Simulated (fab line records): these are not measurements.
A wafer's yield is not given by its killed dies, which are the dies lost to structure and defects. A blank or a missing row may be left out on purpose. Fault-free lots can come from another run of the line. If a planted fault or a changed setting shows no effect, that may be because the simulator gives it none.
fab line records | flow sky130
[record] lots = 12 | wafers = 36 | lastDay = 50
route steps=708 shown NWELL@68 VT_ADJUST_HVTR@140 LDD_HVN@277 METAL1@436
lots that met no fault: from a run of the same line without faults
startH: hours from the record's opening day to when the first of the lot's shown wafers began | waitH: hours from the lot's prior step to this one | " the same as in the row above | L1.1+2: a single row standing in for several wafers | - value missing, or start not given | * or withheld: withheld | < > ~ a bound
route shown NAME@n: names a module that has steps shown in the file, with the first one's number in the route | usual: average and standard deviation across the fault-free wafers | same: alike in all rows | chamber/n: place in a boat | sites: readings site by site | _std_site: the values' standard deviation | _edge_site: inner sites' mean taken away from outer sites' mean | radiusMm: how far each site lies from the wafer's centre | mask NAME#n: copy n | behind: the most recent tool/chamber to have shaped the wafer | hold: why the lot went on hold/how many hours it stayed there/how the hold came to an end | device: the n, p or np transistor that did not switch | end of line: tests of these same wafers at the route's end | a step with no rows: only its recipe | killed: dies that structure and defects cost at the first sort, which is not the same as the wafer's yield | map: the dies of a wafer, with x for killed, . for not killed, _ for no die there
set.NAME: the setting as run; set.NAME@STEP: as run at that earlier step | model.NAME: the simulator's own value behind a step, which no gauge read
steps of the route over a sample of lots; a table a step, a row a wafer
services: from which hour (startH, from the record's first day; less than 0 if before it) a tool's chamber was out of use, for how many hours, and why
[[steps]]
[step SKY_NWELL_TW_MEAS_15]
[usual] NWELL_TW = 1816/12
lot.wafer | tool         | chamber | startH | waitH | NWELL_TW
L213.1    | filmMetro-04 | -       | 86.34  | 0.1   | 1818
L213.4    | "            | -       | "      | "     | 1813
L213.6    | "            | -       | "      | "     | 1811
L214.2    | filmMetro-04 | -       | 92.40  | 0.1   | 1815
L214.5    | "            | -       | "      | "     | 1815
L214.6    | "            | -       | "      | "     | 1807
L215.2    | filmMetro-03 | -       | 92.83  | 0.1   | 1807
L215.4    | "            | -       | "      | "     | 1806
L215.5    | "            | -       | "      | "     | 1784
L216.2    | filmMetro-02 | -       | 100.05 | 0.1   | 1810
L216.4    | "            | -       | "      | "     | 1810
L216.6    | "            | -       | "      | "     | 1804
L220.2    | filmMetro-04 | -       | 132.35 | 0.1   | 1817
L220.3    | "            | -       | "      | "     | 1817
L220.5    | "            | -       | "      | "     | 1826
L221.1    | filmMetro-03 | -       | 135.36 | 0.1   | 1807
L221.2    | "            | -       | "      | "     | 1804
L221.5    | "            | -       | "      | "     | 1805
L225.3    | filmMetro-03 | -       | 158.28 | 0.1   | 1810
L225.4    | "            | -       | "      | "     | 1826
L225.5    | "            | -       | "      | "     | 1822
L227.1    | filmMetro-02 | -       | 167.26 | 0.1   | 1803
L227.2    | "            | -       | "      | "     | 1805
L227.3    | "            | -       | "      | "     | 1794
L229.2    | filmMetro-03 | -       | 178.97 | 0.1   | 1807
L229.3    | "            | -       | "      | "     | 1801
L229.5    | "            | -       | "      | "     | 1803
L234.2    | filmMetro-04 | -       | 211.83 | 0.1   | 1835
L234.4    | "            | -       | "      | "     | 1843
L234.5    | "            | -       | "      | "     | 1829
L235.1    | filmMetro-03 | -       | 215.22 | 0.1   | 1812
L235.2    | "            | -       | "      | "     | 1813
L235.5    | "            | -       | "      | "     | 1815
L236.3    | filmMetro-04 | -       | 221.09 | 0.1   | 1817
L236.5    | "            | -       | "      | "     | 1824
L236.6    | "            | -       | "      | "     | 1821
[step SKY_VT_ADJUST_HVTR_IMPLANT_09]
[recipe] species = B | energyKev = 10 | doseCm2 = 2.1e+12 | tiltDeg = withheld
[usual] beamOnS = 10.01/0.21 | endStationPressureTorr = 4.98e-06/2.7e-07 | faradayCurrentUA = 11.83/0.24
lot.wafer | tool         | chamber | startH | waitH | beamOnS | endStationPressureTorr | faradayCurrentUA
L213.1    | implanter-01 | 0       | 204.83 | 0.0   | 10.30   | 5.07e-06               | 11.52
L213.4    | "            | 0       | "      | "     | 9.68    | 4.85e-06               | 12.26
L213.6    | "            | 0       | "      | "     | 9.89    | 5e-06                  | 11.96
L214.2    | implanter-03 | 0       | 212.21 | 0.0   | 9.97    | 5.47e-06               | 11.84
L214.5    | "            | 0       | "      | "     | 10.14   | 5.57e-06               | 11.73
L214.6    | "            | 0       | "      | "     | 9.84    | 5.13e-06               | 12.07
L215.2    | implanter-01 | 0       | 212.23 | 0.0   | 10.13   | 5.26e-06               | 11.63
L215.4    | "            | 0       | "      | "     | 10.03   | 5.18e-06               | 11.80
L215.5    | "            | 0       | "      | "     | 9.55    | 5.14e-06               | 12.31
L216.2    | implanter-02 | 0       | 221.28 | 0.0   | 10.23   | 5.34e-06               | 11.60
L216.4    | "            | 0       | "      | "     | 9.88    | 5.06e-06               | 11.97
L216.6    | "            | 0       | "      | "     | 10.09   | 4.88e-06               | 11.70
L220.2    | implanter-02 | 0       | 262.51 | 0.0   | 10.17   | 4.46e-06               | 11.65
L220.3    | "            | 0       | "      | "     | 9.66    | 5.06e-06               | 12.21
L220.5    | "            | 0       | "      | "     | 10.23   | 5.33e-06               | 11.57
L221.1    | implanter-01 | 0       | 265.54 | 0.0   | 10.03   | 4.41e-06               | 11.84
L221.2    | "            | 0       | "      | "     | 10.08   | 4.84e-06               | 11.77
L221.5    | "            | 0       | "      | "     | 9.99    | 5.06e-06               | 11.88
L225.3    | implanter-01 | 0       | 294.63 | 0.1   | 12.41   | 0.00011492             | 9.65
L225.4    | "            | 0       | "      | "     | 12.81   | 0.00011101             | 9.37
L225.5    | "            | 0       | "      | "     | 12.76   | 9.788e-05              | 9.36
L227.1    | implanter-01 | 0       | 304.39 | 0.0   | 12.70   | 0.00011115             | 9.43
L227.2    | "            | 0       | "      | "     | 12.65   | 0.00011672             | 9.46
L227.3    | "            | 0       | "      | "     | 12.56   | 0.00012258             | 9.48
L229.2    | implanter-02 | 0       | 319.91 | 0.0   | 10.33   | 5.23e-06               | 11.42
L229.3    | "            | 0       | "      | "     | 9.40    | 4.55e-06               | 12.51
L229.5    | "            | 0       | "      | "     | 10.08   | 5.32e-06               | 11.73
L234.2    | implanter-03 | 0       | 362.03 | 0.0   | 10.26   | 4.7e-06                | 11.54
L234.4    | "            | 0       | "      | "     | 9.90    | 5.38e-06               | 11.92
L234.5    | "            | 0       | "      | "     | 10.35   | 5.1e-06                | 11.39
L235.1    | implanter-03 | 0       | 367.00 | 0.0   | 9.96    | 5.22e-06               | 11.93
L235.2    | "            | 0       | "      | "     | 10.04   | 4.74e-06               | 11.83
L235.5    | "            | 0       | "      | "     | 10.41   | 4.75e-06               | 11.38
L236.3    | implanter-02 | 0       | 374.49 | 0.1   | 10.27   | 5.11e-06               | 11.53
L236.5    | "            | 0       | "      | "     | 10.14   | 5.57e-06               | 11.65
L236.6    | "            | 0       | "      | "     | 10.16   | 5.26e-06               | 11.68
[step SKY_VT_ADJUST_HVTR_TW_MEAS_11]
[usual] VT_ADJUST_HVTR_TW = 210.8/1.2
lot.wafer | tool         | chamber | startH | waitH | VT_ADJUST_HVTR_TW
L213.1    | filmMetro-04 | -       | 205.08 | 0.1   | 213.1
L213.4    | "            | -       | "      | "     | 212.4
L213.6    | "            | -       | "      | "     | 212.7
L214.2    | filmMetro-04 | -       | 212.44 | 0.1   | 213.1
L214.5    | "            | -       | "      | "     | 211.7
L214.6    | "            | -       | "      | "     | 212.3
L215.2    | filmMetro-02 | -       | 212.46 | 0.1   | 210.8
L215.4    | "            | -       | "      | "     | 209.5
L215.5    | "            | -       | "      | "     | 210.5
L216.2    | filmMetro-02 | -       | 221.51 | 0.1   | 210.0
L216.4    | "            | -       | "      | "     | 210.6
L216.6    | "            | -       | "      | "     | 209.9
L220.2    | filmMetro-02 | -       | 262.74 | 0.1   | 211.1
L220.3    | "            | -       | "      | "     | 209.6
L220.5    | "            | -       | "      | "     | 211.4
L221.1    | filmMetro-03 | -       | 265.79 | 0.1   | 208.9
L221.2    | "            | -       | "      | "     | 208.6
L221.5    | "            | -       | "      | "     | 209.4
L225.3    | filmMetro-02 | -       | 294.85 | 0.1   | 224.9
L225.4    | "            | -       | "      | "     | 224.8
L225.5    | "            | -       | "      | "     | 225.0
L227.1    | filmMetro-04 | -       | 304.64 | 0.1   | 226.6
L227.2    | "            | -       | "      | "     | 227.4
L227.3    | "            | -       | "      | "     | 225.7
L229.2    | filmMetro-04 | -       | 320.14 | 0.1   | 212.6
L229.3    | "            | -       | "      | "     | 212.7
L229.5    | "            | -       | "      | "     | 213.5
L234.2    | filmMetro-03 | -       | 362.26 | 0.1   | 210.3
L234.4    | "            | -       | "      | "     | 209.2
L234.5    | "            | -       | "      | "     | 208.9
L235.1    | filmMetro-03 | -       | 367.25 | 0.1   | 209.1
L235.2    | "            | -       | "      | "     | 209.7
L235.5    | "            | -       | "      | "     | 209.1
L236.3    | filmMetro-02 | -       | 374.71 | 0.1   | 210.2
L236.5    | "            | -       | "      | "     | 211.4
L236.6    | "            | -       | "      | "     | 210.5
[step SKY_LDD_HVN_TW_MEAS_10]
[usual] LDD_HVN_TW = 1440/12
lot.wafer | tool         | chamber | startH | waitH | LDD_HVN_TW
L213.1    | filmMetro-03 | -       | 463.24 | 0.1   | 1428
L213.4    | "            | -       | "      | "     | 1420
L213.6    | "            | -       | "      | "     | 1425
L214.2    | filmMetro-03 | -       | 471.05 | 0.1   | 1420
L214.5    | "            | -       | "      | "     | 1420
L214.6    | "            | -       | "      | "     | 1424
L215.2    | filmMetro-03 | -       | 472.08 | 0.1   | 1421
L215.4    | "            | -       | "      | "     | 1417
L215.5    | "            | -       | "      | "     | 1420
L216.2    | filmMetro-04 | -       | 489.83 | 0.1   | 1448
L216.4    | "            | -       | "      | "     | 1438
L216.6    | "            | -       | "      | "     | 1444
L220.2    | filmMetro-04 | -       | 536.63 | 0.1   | 1443
L220.3    | "            | -       | "      | "     | 1440
L220.5    | "            | -       | "      | "     | 1440
L221.1    | filmMetro-03 | -       | 542.84 | 0.1   | 1412
L221.2    | "            | -       | "      | "     | 1420
L221.5    | "            | -       | "      | "     | 1422
L225.3    | filmMetro-01 | -       | 573.50 | 0.1   | 1447
L225.4    | "            | -       | "      | "     | 1440
L225.5    | "            | -       | "      | "     | 1450
L227.1    | filmMetro-04 | -       | 583.47 | 0.1   | 1447
L227.2    | "            | -       | "      | "     | 1445
L227.3    | "            | -       | "      | "     | 1448
L229.2    | filmMetro-01 | -       | 600.74 | 0.1   | 1444
L229.3    | "            | -       | "      | "     | 1440
L229.5    | "            | -       | "      | "     | 1436
L234.2    | filmMetro-04 | -       | 657.45 | 0.1   | 1462
L234.4    | "            | -       | "      | "     | 1456
L234.5    | "            | -       | "      | "     | 1453
L235.1    | filmMetro-04 | -       | 658.48 | 0.1   | 1453
L235.2    | "            | -       | "      | "     | 1447
L235.5    | "            | -       | "      | "     | 1457
L236.3    | filmMetro-03 | -       | 661.29 | 0.1   | 1427
L236.5    | "            | -       | "      | "     | 1424
L236.6    | "            | -       | "      | "     | 1426
[step SKY_METAL1_SPUTTER_02]
[recipe] material = AlCu | targetThkNm = 250 | powerW = 10600 | timeS = 13.3 | chamberPressurePa = 0.4
[usual] throttleValvePct = 29.4/0.92
lot.wafer | tool          | chamber | startH | waitH | throttleValvePct
L213.1    | pvdSputter-01 | -       | 735.13 | 0.0   | 30.1
L213.4    | "             | -       | "      | "     | 27.9
L213.6    | "             | -       | "      | "     | 29.9
L214.2    | pvdSputter-03 | -       | 742.03 | 0.0   | 29.1
L214.5    | "             | -       | "      | "     | 30.9
L214.6    | "             | -       | "      | "     | 28.2
L215.2    | pvdSputter-01 | -       | 742.51 | 0.0   | 29.6
L215.4    | "             | -       | "      | "     | 30.2
L215.5    | "             | -       | "      | "     | 28.0
L216.2    | pvdSputter-01 | -       | 757.45 | 0.0   | 28.1
L216.4    | "             | -       | "      | "     | 29.9
L216.6    | "             | -       | "      | "     | 30.0
L220.2    | pvdSputter-01 | -       | 800.49 | 0.0   | 29.9
L220.3    | "             | -       | "      | "     | 30.0
L220.5    | "             | -       | "      | "     | 29.9
L221.1    | pvdSputter-03 | -       | 807.22 | 0.0   | 27.9
L221.2    | "             | -       | "      | "     | 30.8
L221.5    | "             | -       | "      | "     | 28.5
L225.3    | pvdSputter-01 | -       | 833.01 | 0.0   | 27.8
L225.4    | "             | -       | "      | "     | 30.0
L225.5    | "             | -       | "      | "     | 27.8
L227.1    | pvdSputter-02 | -       | 844.15 | 0.0   | 29.2
L227.2    | "             | -       | "      | "     | 30.3
L227.3    | "             | -       | "      | "     | 29.5
L229.2    | pvdSputter-02 | -       | 858.75 | 0.0   | 29.4
L229.3    | "             | -       | "      | "     | 30.2
L229.5    | "             | -       | "      | "     | 30.6
L234.2    | pvdSputter-01 | -       | 908.89 | 0.0   | 30.3
L234.4    | "             | -       | "      | "     | 29.9
L234.5    | "             | -       | "      | "     | 30.2
L235.1    | pvdSputter-03 | -       | 910.15 | 0.0   | 30.9
L235.2    | "             | -       | "      | "     | 28.4
L235.5    | "             | -       | "      | "     | 29.1
L236.3    | pvdSputter-01 | -       | 910.45 | 0.0   | 30.1
L236.5    | "             | -       | "      | "     | 30.0
L236.6    | "             | -       | "      | "     | 30.0
[[services]]
tool          | chamber | startH | hours | kind
implanter-01  | -       | 185.86 | 2.3   | repair
implanter-01  | -       | 189.56 | 1.5   | repair
implanter-01  | -       | 199.50 | 4.6   | repair
implanter-01  | -       | 205.82 | 2.4   | repair
implanter-02  | -       | 212.96 | 3.4   | repair
implanter-02  | -       | 238.35 | 4.2   | repair
implanter-01  | -       | 246.41 | 2.1   | repair
implanter-01  | -       | 309.73 | 3.2   | repair
implanter-01  | -       | 324.21 | 3.2   | pm
pvdSputter-01 | -       | 363.41 | 2.0   | repair
implanter-01  | -       | 370.01 | 2.0   | repair
implanter-02  | -       | 396.66 | 5.6   | repair
pvdSputter-01 | -       | 399.51 | 3.4   | repair
implanter-02  | -       | 417.73 | 3.2   | repair
pvdSputter-01 | -       | 478.32 | 1.0   | repair
implanter-01  | -       | 760.88 | 26.1  | repair
implanter-01  | -       | 778.71 | 2.2   | repair
pvdSputter-01 | -       | 784.47 | 0.7   | repair
implanter-01  | -       | 799.98 | 5.5   | repair
implanter-01  | -       | 804.16 | 4.4   | repair
implanter-01  | -       | 813.21 | 4.0   | pm
implanter-01  | -       | 844.69 | 1.9   | repair
pvdSputter-01 | -       | 857.15 | 2.5   | repair
pvdSputter-01 | -       | 868.29 | 0.9   | repair
[[key]]
[firstSign] step = SKY_VT_ADJUST_HVTR_IMPLANT_09 | reading = endStationPressureTorr | direction = up | sigmas = 99+ | usual = 4.98e-06 | struck = 0.00011238
[effect] step = SKY_VT_ADJUST_HVTR_IMPLANT_09 | reading = beamOnS | direction = up | sigmas = 13 | usual = 10.01 | struck = 12.65
[effect] step = SKY_VT_ADJUST_HVTR_TW_MEAS_11 | reading = VT_ADJUST_HVTR_TW | direction = up | sigmas = 12 | usual = 210.8 | struck = 225.7
metAt SKY_VT_ADJUST_HVTR_IMPLANT_09
struckLots L225,L227
testerLeftOut L225,L227
notActingAt SKY_NWELL_TW_MEAS_15,SKY_LDD_HVN_TW_MEAS_10,SKY_METAL1_SPUTTER_02
onsetBetween 265.54 294.63
[fault] kind = processParameterDrift | tool = implanter-01 | chamber = - | onsetH = 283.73 | steps = SKY_VT_ADJUST_HVTR_IMPLANT_09 | channel = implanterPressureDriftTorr | offset = 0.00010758 | shape = step | endH = 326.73
[fault] kind = processParameterDrift | tool = implanter-01 | chamber = - | onsetH = 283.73 | steps = SKY_VT_ADJUST_HVTR_IMPLANT_09 | channel = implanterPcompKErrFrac | offset = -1 | shape = step | endH = 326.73
// testerLeftOut: of these lots the tester's yield and bins aren't shown, on N5 and GAA mostly nor the transistor test; their killed dies are dies lost to structure and defects alone, not to doping, threshold or leakage, so they don't give the yield
